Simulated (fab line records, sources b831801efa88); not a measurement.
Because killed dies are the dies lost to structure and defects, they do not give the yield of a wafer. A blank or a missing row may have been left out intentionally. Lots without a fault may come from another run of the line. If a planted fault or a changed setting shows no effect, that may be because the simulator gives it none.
Which tool was responsible? | flow sky130 | 6 lots with 18 wafers sampled at 2 steps, on a route of 708 steps

== WHAT THE GAUGES SHOWED, per wafer ==
SKY_SONOS_TUNNEL_OVL_MEAS_08.
lot  | measured     | on         | SONOS_TUNNEL_OVL (nm)
L958 | day 11 19:10 | overlay-01 | 1.7 0.6 -0.6
L961 | day 12 16:53 | overlay-01 | 1.9 0.8 1.9
L963 | day 13 21:50 | overlay-01 | 0.2 0.4 -0.8
L966 | day 14 07:38 | overlay-01 | 1.9 1.7 2.4
L969 | day 15 13:37 | overlay-01 | 0.0 -0.6 -2.7
L971 | day 15 23:11 | overlay-02 | 3.3 3.4 3.0

== WHICH TOOL RAN EACH LOT (tool, then ch and the chambers of the sampled wafers, then the start) ==
lot  | SKY_NWELL_EXPOSE_07
L958 | iline_stepper-01 ch 0, day 4 11:53
L961 | iline_stepper-02 ch 0, day 5 04:43
L963 | iline_stepper-01 ch 0, day 6 00:41
L966 | iline_stepper-02 ch 0, day 6 08:34
L969 | iline_stepper-02 ch 0, day 7 03:41
L971 | iline_stepper-01 ch 0, day 7 11:06
- SKY_NWELL_EXPOSE_07: exposes mask NWM, target cd 840 nm.

== THE ANSWER, worked out from the rows above alone ==
Rule: the usual values come from the lots themselves. Put in order of their means at a reading, lots are off if they are a third of the lots or fewer, leave a main group of 4 or more, and stand apart from it by a gap of 3 or more times the standard deviation of the main group's means; of several such gaps the widest counts. The tables above print the reading to a certain number of digits; a main group whose means all agree to those digits is not used. A lot without any number at a reading at which 4 lots or more have one is off too. Any other lot the step has rows for is counted as sound.
No lot is off at any reading shown: from this, nothing can be told.

== WHAT WAS PUT IN BY THE SIMULATOR ==
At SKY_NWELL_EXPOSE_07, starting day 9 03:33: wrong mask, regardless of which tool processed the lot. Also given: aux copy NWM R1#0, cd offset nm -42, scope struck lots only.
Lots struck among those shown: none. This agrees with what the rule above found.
